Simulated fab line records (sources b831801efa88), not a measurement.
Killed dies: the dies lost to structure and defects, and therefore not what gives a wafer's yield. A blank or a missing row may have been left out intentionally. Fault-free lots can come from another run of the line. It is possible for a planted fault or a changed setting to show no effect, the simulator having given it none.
Which tool is to blame? + flow gf180mcu + at 1 step of a route of 602, 6 lots with 18 wafers sampled

== WHAT EACH GAUGE READ, for each wafer ==
GF_NWELL_OVL_MEAS_07.
| lot  | measured    | on         | NWELL_OVL (nm) |
|------|-------------|------------|----------------|
| L305 | day 3 12:04 | overlay-02 | -0.9 -1.2 -1.6 |
| L307 | day 4 00:37 | overlay-02 | 0.8 0.6 2.2    |
| L311 | day 4 23:31 | overlay-01 | 0.8 0.8 0.6    |
| L313 | day 5 12:06 | overlay-01 | -0.8 0.4 -0.2  |
| L323 | day 7 14:29 | overlay-02 | -0.8 0.0 -2.1  |
| L326 | day 8 06:16 | overlay-02 | 1.0 1.7 -0.2   |

== EACH LOT AND THE TOOL THAT RAN IT (in order: tool; ch and the chambers of the sampled wafers; start) ==
Record: no process step prior to these readings.

== THE ANSWER, worked out from the rows above alone ==
Rule: the usual values come from the lots themselves. The widest of any qualifying gaps counts: lots, ordered by their means at a reading, are off when they make up no more than a third of the lots, leave a main group of 4 or more, and stand apart from it by 3 or more times the standard deviation of that group's means. A main group whose means are all the same, to the digits that the tables above print for the reading, isn't used. Also off: a lot with no number at a reading for which 4 or more lots have one. Any other lot the step has rows for is counted as sound.
No lot is off at any reading shown: from this, nothing can be told.

== WHAT THE SIMULATOR PUT IN ==
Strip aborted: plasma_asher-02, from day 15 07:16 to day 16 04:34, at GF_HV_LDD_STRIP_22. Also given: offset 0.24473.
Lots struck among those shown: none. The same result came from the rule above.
